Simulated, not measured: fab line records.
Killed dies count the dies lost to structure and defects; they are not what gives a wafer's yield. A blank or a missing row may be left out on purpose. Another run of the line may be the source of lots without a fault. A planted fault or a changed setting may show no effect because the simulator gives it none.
What tool caused it? ; flow sfq_line ; 6 lots, 18 wafers sampled, at 4 steps of a route of 325

WHAT THE GAUGES SHOWED, per wafer
SFQ_I7_OVL_MEAS_947.
lot;measured;on;I7_OVL (nm)
L389;day 79 22:13;overlay-01;4 2 2
L391;day 80 01:49;overlay-01;-1 7 6
L393;day 80 17:25;overlay-02;7 3 10
L395;day 80 22:13;overlay-02;272 263 274
L397;day 81 01:49;overlay-01;270 278 266
L410;day 91 16:37;overlay-02;1 5 6

TOOL THAT RAN EACH LOT (tool first, then ch and the chambers of the sampled wafers, then the start)
lot;SFQ_TRILAYER_I6_VIA_ETCH_VIA_ETCH_172;SFQ_TRILAYER_I6_VIA_STRIP_STRIP_173;SFQ_TRILAYER_I7_VIA_LITHO_EXPOSE_188
L389;rie_diel-04 ch 1,3, day 78 12:35;rie_metal-03 ch 0,1, day 78 12:41;krf_scanner-01 ch 0, day 79 20:43
L391;rie_diel-01 ch 0,1, day 78 18:35;rie_metal-03 ch 0,1, day 78 18:41;krf_scanner-01 ch 0, day 80 00:31
L393;rie_diel-04 ch 0,2, day 80 00:47;rie_metal-01 ch 0,1, day 80 00:54;krf_scanner-01 ch 0, day 80 15:55
L395;rie_diel-04 ch 0,1,2, day 80 06:35;rie_metal-01 ch 0,1, day 80 06:41;krf_scanner-01 ch 0, day 80 20:55
L397;rie_diel-01 ch 0,1,2, day 80 10:11;rie_metal-01 ch 0,1, day 80 10:17;krf_scanner-01 ch 0, day 81 00:19
L410;rie_diel-02 ch 0,1,3, day 84 09:20;rie_metal-04 ch 0,1, day 84 09:28;krf_scanner-02 ch 0, day 91 15:07
- SFQ_TRILAYER_I6_VIA_ETCH_VIA_ETCH_172: etches SiO2 in CHF3, stops on Nb, target depth 260 nm.
- SFQ_TRILAYER_I6_VIA_STRIP_STRIP_173: strips in O2.
- SFQ_TRILAYER_I7_VIA_LITHO_EXPOSE_188: exposes mask I7, target cd 1000 nm.

THE ANSWER, worked out from the rows above alone
Rule: the lots themselves supply what counts as usual. The widest of any qualifying gaps counts: lots, ordered by their means at a reading, are off when they make up no more than a third of the lots, leave a main group of 4 or more, and stand apart from it by 3 or more times the standard deviation of that group's means. Not used: any main group whose means are identical at the precision the tables above print for the reading. A lot without any number at a reading at which 4 lots or more have one is off too. Where the step has rows for the other lots, those lots are counted as sound.
Off: L395, L397, seen at SFQ_I7_OVL_MEAS_947 (I7_OVL). Main group: mean 4 nm, sd 1.5.
A tool fits if, at a process step before that reading, it ran every lot that is off, and no sound lot after the first of them. Gauges at SFQ_I7_OVL_MEAS_947: tried the same way as those tools. This does not decide it: 2 tools fit, namely rie_metal-01 at SFQ_TRILAYER_I6_VIA_STRIP_STRIP_173 and krf_scanner-01 at SFQ_TRILAYER_I7_VIA_LITHO_EXPOSE_188.

WHAT HAD BEEN PUT IN BY THE SIMULATOR
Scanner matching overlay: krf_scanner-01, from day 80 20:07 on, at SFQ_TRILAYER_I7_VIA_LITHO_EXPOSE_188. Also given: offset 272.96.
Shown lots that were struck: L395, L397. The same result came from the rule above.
